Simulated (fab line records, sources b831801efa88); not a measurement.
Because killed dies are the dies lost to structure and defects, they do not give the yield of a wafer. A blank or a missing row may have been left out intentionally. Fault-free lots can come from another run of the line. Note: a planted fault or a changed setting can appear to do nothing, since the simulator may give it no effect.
8D (eight disciplines) problem report, filled in by code	flow gf180mcu	the parts of the form that need people (team, actions taken, sign-off) are left out

## 1. WHAT WENT WRONG
Mean of run_length_s at GF_STI_ETCH_14: 121.5 s across 3 wafers in 3 lots; on wafers with no fault it is 131.3 s (standard deviation 0.41). That is -24 standard deviations from the usual mean.
The step: etches Si in HBr/Cl2/O2, target depth 360 nm, time 102.9 s.
First observed at day 5 06:40: wafer L884.6, on rie_si-02. The record has a number at this step for 34 wafers belonging to 12 lots. Rule for "out", or "out of limits": more than 4 standard deviations from the usual mean. The rest of the wafers with a number are treated as sound.

## 2. WHAT IT IS; WHAT IT IS NOT
question	is	is not
which readings at this step	run_length_s	drypump_motor_current_A, oes_product_au, throttle_valve_pct
which lots	L884, L885, L886	L869, L870, L871, L872, L873, L874, L875, L889, L890
which wafers of those lots	L884.6, L885.1, L886.6	L884.2, L885.2, L886.3, L886.5
read on which tools	rie_si-02	rie_si-01
when	from day 5 06:40	up to then (22 sound wafers); but 9 sound wafers of L885, L886, L889, L890 came after

## 3. THE SUSPECTS, EACH WITH WHAT RULES IT OUT
Counting: a tool at a process step up to the reading stays a suspect if it ran every lot that is out. Sound lots after the first of them don't rule it out here, since some wafers of a struck lot are sound.
- rie_si-02 at GF_STI_ETCH_14 (etches Si in HBr/Cl2/O2, target depth 360 nm, time 102.9 s): kept. Every lot that is out went through it, the first being L884 (day 5 06:40); the last sound lot it ran before that was L873 (day 2 22:26). On those wafers its own readings are out: run_length_s.
The count leaves rie_si-02 at GF_STI_ETCH_14.

## 4. THE CAUSE (what the simulator had put in)
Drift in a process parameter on rie_si-02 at GF_STI_ETCH_14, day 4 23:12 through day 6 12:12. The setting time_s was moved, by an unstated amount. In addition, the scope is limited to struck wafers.
This tool alone remained once counting was done.

## 5. SEQUENCE OF EFFECTS, ordered by route
Rows list readings where the struck wafers' mean (over those with a number) sits beyond 3 standard deviations from the usual. Only readings whose record carries a usual standard deviation are examined. hours: median over the lots of the time between each lot's start at the first step of this table that gives one and its start at this step. sigmas: the change, counted in usual standard deviations.
hours	step	reading	usual	on struck wafers	change	sigmas
0	GF_STI_ETCH_14	run_length_s	131.3 s	121.5	-9.8	-24
0	GF_STI_STRIP_15	strip_time_to_endpoint_s	3.73 s	3.87	+0.14	+3.3
Process steps it contains:
- GF_STI_ETCH_14: etches Si in HBr/Cl2/O2, target depth 360 nm, time 102.9 s.
- GF_STI_STRIP_15: strips in O2/N2.
Later steps that measure or inspect, where all struck wafers having a row at the step show a number for every such reading and not one has moved that far: GF_NWELL_OVL_MEAS_07, GF_VT_IMPLANT_OVL_MEAS_18.

## 6. WHAT WOULD HAVE CAUGHT IT SOONER
First out-of-limits reading in this record: day 5 06:40, which is 7 hours after fault onset at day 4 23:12.
